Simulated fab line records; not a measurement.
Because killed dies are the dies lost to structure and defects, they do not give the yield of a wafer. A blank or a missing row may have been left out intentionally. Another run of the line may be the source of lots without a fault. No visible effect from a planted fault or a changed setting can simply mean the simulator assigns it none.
Which of the tools did it? + flow gf180mcu + 6 lots with 18 wafers sampled at 4 steps, on a route of 602 steps

WHAT EACH GAUGE READ, for each wafer
GF_V3_THK_MEAS_03.
| lot  | measured     | on            | V3_CVD_02_THK (nm)      |
|------|--------------|---------------|-------------------------|
| L293 | day 22 11:10 | film-metro-02 | 837 847 860             |
| L297 | day 23 22:50 | film-metro-04 | 858 840 846             |
| L299 | day 24 11:25 | film-metro-01 | 844 841 837             |
| L301 | day 25 09:29 | film-metro-04 | 850 842 856             |
| L309 | day 27 15:19 | film-metro-04 | 837 841 851             |
| L312 | day 28 14:01 | film-metro-02 | 672 679 852 672 678 852 |

WHAT TOOL EACH LOT RAN ON (gives the tool, then ch and the chambers of the sampled wafers, and finally the start)
| lot  | GF_V2_ETCH_17                                 | GF_M3_SPUTTER_03             | GF_V3_CVD_02                    |
|------|-----------------------------------------------|------------------------------|---------------------------------|
| L293 | rie-diel-03 ch 0,1,3, day 21 11:14 or earlier | pvd-sputter-01, day 21 11:14 | pecvd-03 ch 0,1, day 22 11:06   |
| L297 | rie-diel-03 ch 0,2, day 22 22:52 or earlier   | pvd-sputter-03, day 22 22:52 | pecvd-01 ch 1,2, day 23 22:46   |
| L299 | rie-diel-02 ch 0,1,3, day 23 12:34 or earlier | pvd-sputter-01, day 23 12:34 | pecvd-02 ch 0,1,2, day 24 11:21 |
| L301 | rie-diel-02 ch 0,2,3, day 24 10:32 or earlier | pvd-sputter-03, day 24 10:32 | pecvd-02 ch 0,2, day 25 09:24   |
| L309 | rie-diel-01 ch 0,3, day 26 17:47 or earlier   | pvd-sputter-03, day 26 17:47 | pecvd-03 ch 0,2, day 27 15:14   |
| L312 | rie-diel-03 ch 0,1,3, day 27 16:55 or earlier | pvd-sputter-01, day 27 16:55 | pecvd-02 ch 0,1,2, day 28 13:57 |
- GF_V2_ETCH_17: etches SiO2 in C4F8/O2/Ar, stops on TiN, target depth 630 nm.
- GF_M3_SPUTTER_03: material Ti, target thk 10 nm, time 6.7 s.
- GF_V3_CVD_02: deposits SiO2 from TEOS, target thk 850 nm, time 94.851 s.

THE ANSWER, worked out from the rows above alone
Rule: the usual values come from the lots themselves. Put in order of their means at a reading, lots are off if they are a third of the lots or fewer, leave a main group of 4 or more, and stand apart from it by a gap of 3 or more times the standard deviation of the main group's means; of several such gaps the widest counts. A main group whose means are all the same, to the digits that the tables above print for the reading, isn't used. A lot without any number at a reading at which 4 lots or more have one is off too. Any other lot the step has rows for is counted as sound.
Off: L312, seen at GF_V3_THK_MEAS_03 (V3_CVD_02_THK). Main group: mean 846 nm, sd 3.4.
A tool fits if, at a process step before that reading, it ran every lot that is off, and no sound lot after the first of them. The gauges at GF_V3_THK_MEAS_03 are tried like those tools. With no start given for some of its lots, GF_V2_ETCH_17 uses the hours and lot order of GF_M3_SPUTTER_03. Can't be told from this: 4 tools fit, rie-diel-03 at GF_V2_ETCH_17, pvd-sputter-01 at GF_M3_SPUTTER_03, pecvd-02 at GF_V3_CVD_02, film-metro-02 at GF_V3_THK_MEAS_03.

WHAT THE SIMULATOR HAD PUT IN
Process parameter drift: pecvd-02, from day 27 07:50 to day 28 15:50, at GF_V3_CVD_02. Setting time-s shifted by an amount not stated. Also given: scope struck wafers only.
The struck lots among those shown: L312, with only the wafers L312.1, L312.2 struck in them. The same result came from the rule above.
